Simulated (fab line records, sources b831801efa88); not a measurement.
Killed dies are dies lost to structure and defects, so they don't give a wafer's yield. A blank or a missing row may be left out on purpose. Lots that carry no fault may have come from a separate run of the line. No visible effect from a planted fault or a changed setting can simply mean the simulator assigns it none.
A lot that was struck, set against a sound lot ; flow gf180mcu ; 17 out of 602 route steps
Sound: wafers L474.1, L474.3, L474.4. The struck wafers were L467.2, L467.5, L467.6. The cause is given at the end.
At each step with rows: each side's tool, then ch and its chambers, then its first start. Under that, the readings that differ: sound wafers ; struck wafers ; difference of the means ; sigmas: that difference in standard deviations of wafers without a fault.
alike: readings whose means differ by less than 2 such deviations, and words and numbers that are the same on both sides. not compared: withheld readings, readings that some wafer has no value for, bounds like >300 that may hide the same value, and numbers for which the record gives no deviation and whose values overlap.
Wherever a step has rows on one side only, a row that says differs or no value, or a row with sigmas, the two part there. When numbers do not overlap yet have no deviation, they are printed without sigmas and do not part them. A reading that every wafer of one side lacks parts them only if that side has two wafers or more.

first, 6 steps without rows for these wafers: GF_M1_HMDS_08 (prime time 60 s); GF_M1_COAT_09 (resist thk 1000 nm); GF_M1_SOFTBAKE_10 (time 60 s); GF_M1_EXPOSE_11 (exposes mask Metal1, target cd 230 nm); GF_M1_PEB_12 (peb time 90 s); GF_M1_DEVELOP_13 (develop time 60 s).
GF_M1_CD_MEAS_14: the cd target is 230 nm.
  sound on cd_sem-01, day 22 22:42; struck on cd_sem-02, day 20 08:13
  alike: cd_nm
GF_M1_OVL_MEAS_15:
  sound on overlay-01, day 22 22:49; struck on overlay-01, day 20 08:20
  alike: M1_OVL
GF_M1_METAL_ETCH_16: etches the open film in Cl2/BCl3, stops on SiO2, target depth 627.5 nm, time 104.6 s.
  sound on rie_metal-02 ch 0,1, day 22 22:52; struck on rie_metal-01 ch 0,1, day 20 08:22
  alike: drypump_motor_current_A, oes_product_au, throttle_valve_pct
  not compared: rf_hours_counter_h
GF_M1_STRIP_17: strips in O2/N2.
  sound on plasma_asher-02 ch 0,1, day 22 22:58; struck on plasma_asher-02 ch 0,1, day 20 08:28
  alike: drypump_motor_current_A, heater_power_w, n2_flow_sccm, oes_product_au, strip_time_to_endpoint_s
  not compared: rf_hours_counter_h
then, 2 steps without rows for these wafers: GF_M1_STRIP_18 (strips in post etch residue remover, time 1200 s); GF_M1_CLEAN_19 (cleans in DIW).
GF_V1_CVD_00: deposits SiO2, target thk 600 nm, time 100 s.
  sound on hdpcvd-02 ch 0,1,2, day 22 23:32; struck on hdpcvd-02 ch 0,1, day 20 09:00
  no value came back on the struck wafers for pressure_mtorr (mTorr), run_length_s (s); on the sound wafers pressure_mtorr (mTorr) reads 6.018 6.005 6.011
GF_V1_CVD_02: deposits SiO2 from TEOS, target thk 850 nm, time 94.851 s.
  sound on pecvd-03 ch 0,1, day 22 23:40; struck on pecvd-01 ch 0,1, day 20 09:08
  alike: heater_power_outer_w, heater_power_w
GF_V1_CMP_04: polishes SiO2.
  sound on cmp-01 ch 0,2,3, day 22 23:48; struck on cmp-02 ch 0,2,3, day 20 09:22
  alike: motor_current_A, slurry_flow_ml_min
GF_V1_BOW_MEAS_05:
  sound on film_metro-04, day 23 00:06; struck on film_metro-04, day 20 09:35
reading;sound;struck;difference;sigmas
V1_BOW (um);86 71 80;48 51 57;-27;-4
then, 1 step without rows for these wafers: GF_V1_DEHYDRATE_06 (time 60 s).

== WHERE THEY PART ==
First at GF_V1_CVD_00; last, within this record, at GF_V1_BOW_MEAS_05.

WHY: what had been put in by the simulator
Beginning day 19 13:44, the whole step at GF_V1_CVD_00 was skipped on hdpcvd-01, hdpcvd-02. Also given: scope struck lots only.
